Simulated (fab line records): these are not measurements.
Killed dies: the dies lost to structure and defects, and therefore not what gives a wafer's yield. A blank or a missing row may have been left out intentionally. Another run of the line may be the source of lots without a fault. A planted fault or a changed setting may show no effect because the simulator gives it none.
Which tool is to blame? -- flow gf180mcu -- 13 lots with 39 wafers sampled at 6 steps, on a route of 602 steps

WHAT EACH GAUGE READ, for each wafer
GF_HV_LDD_CD_MEAS_07 targets a cd of 400 nm.
lot,measured,on,cd-nm (nm)
L972,day 9 23:43,cd-sem-02,398.6 399.1 398.9
L973,day 10 08:43,cd-sem-02,400.3 398.8 399.8
L974,day 10 19:04,cd-sem-01,400.2 399.3 398.3
L977,day 11 16:17,cd-sem-02,404.7 404.7 402.4
L979,day 12 13:15,cd-sem-01,397.5 398.3 396.9
L980,day 12 17:07,cd-sem-02,400.1 401.7 400.3
L981,day 12 21:52,cd-sem-01,400.3 402.4 401.2
L982,day 13 07:52,cd-sem-02,398.3 401.0 398.5
L988,day 15 06:46,cd-sem-01,401.7 399.5 400.1
L990,day 15 19:19,cd-sem-02,402.5 403.2 402.1
L992,day 16 06:16,cd-sem-02,398.8 399.7 399.8
L991,day 16 08:04,cd-sem-02,401.6 402.5 402.5
L993,day 16 12:11,cd-sem-01,403.3 403.5 402.3

GF_HV_LDD_OVL_MEAS_20.
lot,measured,on,HV_LDD_01_OVL (nm)
L972,day 10 17:58,overlay-02,-1.3 -1.3 -0.4
L973,day 11 03:29,overlay-02,-1.2 -0.9 -2.0
L974,day 11 14:41,overlay-02,-2.6 -1.6 0.0
L977,day 12 12:28,overlay-01,0.2 -2.6 -0.5
L979,day 13 09:41,overlay-02,-1.2 -0.9 -3.2
L980,day 13 13:50,overlay-01,-0.8 -2.9 -0.8
L981,day 13 18:29,overlay-02,-0.4 0.2 -1.3
L982,day 14 04:58,overlay-02,-3.2 -4.7 -3.0
L988,day 16 04:56,overlay-01,-1.0 -3.4 -2.2
L990,day 16 18:34,overlay-02,-1.0 0.1 1.7
L992,day 17 05:35,overlay-01,-3.3 -3.0 1.4
L991,day 17 07:23,overlay-02,-1.6 -0.1 -1.1
L993,day 17 11:17,overlay-02,-2.6 -0.4 -2.8

GF_NSD_CD_MEAS_07 targets a cd of 400 nm.
lot,measured,on,cd-nm (nm)
L972,day 13 07:23,cd-sem-01,400.0 398.8 400.5
L973,day 13 16:46,cd-sem-02,403.1 400.6 401.3
L974,day 14 08:19,cd-sem-02,399.7 400.5 399.8
L977,day 15 08:58,cd-sem-02,402.8 402.5 401.5
L979,day 16 07:56,cd-sem-02,398.8 401.1 400.4
L980,day 16 12:30,cd-sem-02,401.4 402.6 401.9
L981,day 16 19:23,cd-sem-01,398.8 396.3 395.9
L982,day 17 03:30,cd-sem-02,398.9 401.0 400.7
L988,day 19 06:47,cd-sem-02,- - -
L990,day 19 21:08,cd-sem-02,402.9 403.3 403.8
L992,day 20 07:25,cd-sem-02,401.1 401.0 400.0
L991,day 20 10:47,cd-sem-01,404.7 401.9 403.3
L993,day 20 14:01,cd-sem-02,398.2 397.7 397.4

GF_NSD_TW_MEAS_12.
lot,measured,on,NSD_TW
L972,day 13 07:57,film-metro-02,4285 4315 4310
L973,day 13 17:19,film-metro-02,4291 4265 4284
L974,day 14 08:52,film-metro-04,4210 4225 4241
L977,day 15 09:31,film-metro-02,4272 4253 4285
L979,day 16 08:30,film-metro-03,4255 4270 4271
L980,day 16 13:02,film-metro-02,4263 4266 4274
L981,day 16 19:55,film-metro-03,4259 4285 4280
L982,day 17 04:03,film-metro-02,4259 4236 4260
L988,day 19 07:21,film-metro-04,30 29 30
L990,day 19 21:42,film-metro-04,4182 4167 4162
L992,day 20 07:58,film-metro-02,4252 4258 4255
L991,day 20 11:21,film-metro-02,4289 4275 4277
L993,day 20 14:34,film-metro-02,4264 4286 4258

TOOL THAT RAN EACH LOT (tool first, then ch and the chambers of the sampled wafers, then the start)
lot,GF_HV_LDD_RTA_52,GF_NSD_EXPOSE_04
L972,"rtp-anneal-01 ch 0, day 12 08:26","iline-stepper-02 ch 0, day 12 21:38"
L973,"rtp-anneal-02 ch 0, day 12 18:47","iline-stepper-02 ch 0, day 13 07:25"
L974,"rtp-anneal-01 ch 0, day 13 07:16","iline-stepper-02 ch 0, day 13 21:34"
L977,"rtp-anneal-01 ch 0, day 14 07:08","iline-stepper-01 ch 0, day 14 22:20"
L979,"rtp-anneal-02 ch 0, day 15 05:17","iline-stepper-02 ch 0, day 15 20:55"
L980,"rtp-anneal-01 ch 0, day 15 10:25","iline-stepper-02 ch 0, day 16 01:50"
L981,"rtp-anneal-02 ch 0, day 15 14:09","iline-stepper-01 ch 0, day 16 08:19"
L982,"rtp-anneal-01 ch 0, day 16 01:47","iline-stepper-01 ch 0, day 16 15:51"
L988,"rtp-anneal-01 ch 0, day 18 04:05","iline-stepper-01 ch 0, day 18 18:47"
L990,"rtp-anneal-01 ch 0, day 18 18:17","iline-stepper-01 ch 0, day 19 09:25"
L992,"rtp-anneal-01 ch 0, day 19 05:04","iline-stepper-01 ch 0, day 19 19:23"
L991,"rtp-anneal-02 ch 0, day 19 07:11","iline-stepper-02 ch 0, day 19 22:28"
L993,"rtp-anneal-02 ch 0, day 19 11:11","iline-stepper-01 ch 0, day 20 02:11"
- GF_HV_LDD_RTA_52: time 10 s.
- GF_NSD_EXPOSE_04: exposes mask Nplus, target cd 400 nm.

WHAT THE TOOLS THEMSELVES READ (means of the sampled wafers that have a number; where no wafer has one, the mark that the record gives instead)
GF_HV_LDD_RTA_52.
lot,tool,anneal-temp-c-max,lamp-power-pct (%),wafer_temp_C_max
L972,rtp-anneal-01,1008.7,30.7,1005.2
L973,rtp-anneal-02,1004.3,27.6,1003.1
L974,rtp-anneal-01,1008.6,30.7,1003.9
L977,rtp-anneal-01,1007.7,30.7,1006.3
L979,rtp-anneal-02,1005.2,27.6,1003.0
L980,rtp-anneal-01,1006.7,30.7,1004.1
L981,rtp-anneal-02,1005.0,27.6,1003.0
L982,rtp-anneal-01,1008.1,30.7,1004.5
L988,rtp-anneal-01,1007.6,30.7,1005.3
L990,rtp-anneal-01,1008.9,30.7,1005.0
L992,rtp-anneal-01,1008.8,30.7,1004.4
L991,rtp-anneal-02,1005.2,27.6,1003.5
L993,rtp-anneal-02,1004.0,27.6,1003.1

GF_NSD_EXPOSE_04.
lot,tool,exposure-dose-mJ-cm2
L972,iline-stepper-02,139.98
L973,iline-stepper-02,139.92
L974,iline-stepper-02,140.14
L977,iline-stepper-01,140.11
L979,iline-stepper-02,139.99
L980,iline-stepper-02,139.86
L981,iline-stepper-01,140.13
L982,iline-stepper-01,140.04
L988,iline-stepper-01,139.98
L990,iline-stepper-01,139.81
L992,iline-stepper-01,140.01
L991,iline-stepper-02,139.94
L993,iline-stepper-01,139.94

THE ANSWER, worked out from the rows above alone
Rule: usual is defined by the lots themselves. The widest of any qualifying gaps counts: lots, ordered by their means at a reading, are off when they make up no more than a third of the lots, leave a main group of 4 or more, and stand apart from it by 3 or more times the standard deviation of that group's means. The tables above print the reading to a certain number of digits; a main group whose means all agree to those digits is not used. A lot without any number at a reading at which 4 lots or more have one is off too. Where the step has rows for the other lots, those lots are counted as sound. Order of review: gauges by route order, followed by the tools' own readings, for which a lot's mean as printed above is used. The first step at which some lot is off is used, and at that step the reading that is off furthest; a lot without a number counts as furthest.
Off: L988 (GF_NSD_CD_MEAS_07, cd-nm). Without a number there: L988. The main group has a mean of 400.7 nm with a standard deviation of 1.9.
A tool fits if, at a process step before that reading, it ran every lot that is off, and no sound lot after the first of them. The gauges at GF_NSD_CD_MEAS_07 aren't tried: what is off there is off at GF_NSD_TW_MEAS_12 too, on other tools, and a gauge's error can't cause that. Of those tried, none fits.

WHAT WAS PUT IN BY THE SIMULATOR
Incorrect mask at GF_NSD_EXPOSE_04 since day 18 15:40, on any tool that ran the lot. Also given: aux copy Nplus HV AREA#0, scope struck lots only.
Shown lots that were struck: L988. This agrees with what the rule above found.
